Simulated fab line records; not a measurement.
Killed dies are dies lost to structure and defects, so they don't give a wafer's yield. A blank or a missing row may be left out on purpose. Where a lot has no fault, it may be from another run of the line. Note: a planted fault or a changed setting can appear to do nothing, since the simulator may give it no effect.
Split-lot study + flow gf180mcu + on a route of 602 steps: 5 lots, 23 wafers read

## THE SPLIT ITSELF
At GF_VT_IMPLANT_COAT_13 (resist thk 1000 nm), the setting spinRpm was moved away from the recipe's 3000 rpm on 11 of the 23 wafers read, by -4.3% to +5.7%. This setting was run at the recipe's value on the other wafers.

Reading taken at the split's own step.

## THE READING
NOVOLAK_of_VT_IMPLANT_COAT_13.thkNm (the simulator's own value, which no gauge read), in nm, at GF_VT_IMPLANT_COAT_13 (resist thk 1000 nm). There is no usual value for it anywhere in the file. The 12 wafers here that ran the recipe average 1002.2 nm, standard deviation 3.5 nm.

| wafer  | tool, chamber at the split | spinRpm as run, rpm | against the recipe | NOVOLAK_of_VT_IMPLANT_COAT_13.thkNm, nm | against lot-mates on the recipe |
|--------|----------------------------|---------------------|--------------------|-----------------------------------------|---------------------------------|
| L075.1 | lithoTrack-03, 0           | 3099                | +3.3%              | 978.6                                   | -19.1                           |
| L075.3 | lithoTrack-03, 0           | 3000                | recipe             | 999.5                                   | -                               |
| L075.4 | lithoTrack-03, 0           | 3099                | +3.3%              | 980.1                                   | -17.6                           |
| L075.5 | lithoTrack-03, 0           | 3099                | +3.3%              | 981                                     | -16.8                           |
| L075.6 | lithoTrack-03, 0           | 3000                | recipe             | 996                                     | -                               |
| L076.3 | lithoTrack-02, 0           | 3000                | recipe             | 999.7                                   | -                               |
| L076.4 | lithoTrack-02, 0           | 3000                | recipe             | 1001                                    | -                               |
| L076.6 | lithoTrack-02, 0           | 3000                | recipe             | 998.7                                   | -                               |
| L079.2 | lithoTrack-01, 0           | 3000                | recipe             | 1005                                    | -                               |
| L079.5 | lithoTrack-01, 0           | 3000                | recipe             | 1005                                    | -                               |
| L079.3 | lithoTrack-01, 0           | 3000                | recipe             | 1009                                    | -                               |
| L079.4 | lithoTrack-01, 0           | 2870                | -4.3%              | 1027                                    | +20.7                           |
| L079.6 | lithoTrack-01, 0           | 2870                | -4.3%              | 1027                                    | +20.7                           |
| L083.1 | lithoTrack-01, 0           | 3000                | recipe             | 1002                                    | -                               |
| L083.2 | lithoTrack-01, 0           | 3148                | +4.9%              | 982.3                                   | -21.2                           |
| L083.3 | lithoTrack-01, 0           | 3148                | +4.9%              | 983                                     | -20.5                           |
| L083.5 | lithoTrack-01, 0           | 3148                | +4.9%              | 983.7                                   | -19.8                           |
| L083.6 | lithoTrack-01, 0           | 3000                | recipe             | 1005                                    | -                               |
| L084.1 | lithoTrack-02, 0           | 3170                | +5.7%              | 975.4                                   | -27.6                           |
| L084.2 | lithoTrack-02, 0           | 3000                | recipe             | 1005                                    | -                               |
| L084.3 | lithoTrack-02, 0           | 3170                | +5.7%              | 973.9                                   | -29.1                           |
| L084.4 | lithoTrack-02, 0           | 3170                | +5.7%              | 974                                     | -29.0                           |
| L084.6 | lithoTrack-02, 0           | 3000                | recipe             | 1001                                    | -                               |

FIT RESULTS
A straight line over all 23 wafers: NOVOLAK_of_VT_IMPLANT_COAT_13.thkNm changes by -5.02 nm for each +1% of spinRpm; r = -0.96; the points scatter about the line by 4.1 nm.
The same after taking each lot's own level away (the mean of its wafers on the recipe; 23 wafers): -4.77 nm for each +1%; r = -0.99; scatter 2 nm.
The reading moves by 27 nm for the largest change in spinRpm, on that fit.
Across the lots, their own levels run from 997.75 to 1006.33 nm, a range of 2.5 times the standard deviation given above.
So the lot-to-lot level changes the slope little: the two slopes agree.
Check: for one of the wafers moved furthest among these (+5.7%), held out of the fit, the line's prediction against its lot-mates is -27 nm. Against them it came out at -27.6 nm.

## THESE WAFERS: OTHER SPLITS
Note: prior to the reading, these wafers also went through further splits. Each is held against what the fit with the lots' levels taken away leaves over:
| other split on the same wafers | wafers away from the commonest value | r with NOVOLAK_of_VT_IMPLANT_COAT_13.thkNm (lot level and that fit taken away) |
|--------------------------------|--------------------------------------|--------------------------------------------------------------------------------|
| GF_STI_CVD_03 timeS            | 10                                   | +0.44                                                                          |
| GF_STI_DEVELOP_11 developTimeS | 8                                    | +0.27                                                                          |
| GF_DNWELL_STRIP_08 platenTempC | 9                                    | +0.23                                                                          |
| GF_LVPWELL_IMPLANT_08 doseCm2  | 10                                   | -0.17                                                                          |
| GF_MVSD_COAT_02 resistThkNm    | 10                                   | +0.07                                                                          |
| GF_MVPSD_IMPLANT_08 doseCm2    | 7                                    | +0.22                                                                          |
| GF_VT_IMPLANT_COAT_02 spinRpm  | 9                                    | +0.11                                                                          |

## THE WHOLE CHAIN: every reading that the file lists as answering this split, in the file's order
| step                   | what it does       | reading                                                                              | change (the file's fit)              | r (the file's) |
|------------------------|--------------------|--------------------------------------------------------------------------------------|--------------------------------------|----------------|
| GF_VT_IMPLANT_COAT_13  | resist thk 1000 nm | NOVOLAK_of_VT_IMPLANT_COAT_13.thkNm (the simulator's own value, which no gauge read) | -4.78 nm for each +1% of the setting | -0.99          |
| GF_VT_IMPLANT_STRIP_20 | strips in O2/N2    | stripTimeToEndpointS                                                                 | withheld for each +1% of the setting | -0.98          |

## FILE'S OWN FIT
NOVOLAK_of_VT_IMPLANT_COAT_13.thkNm changes by -4.78 nm for each +1% of spinRpm, r = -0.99.
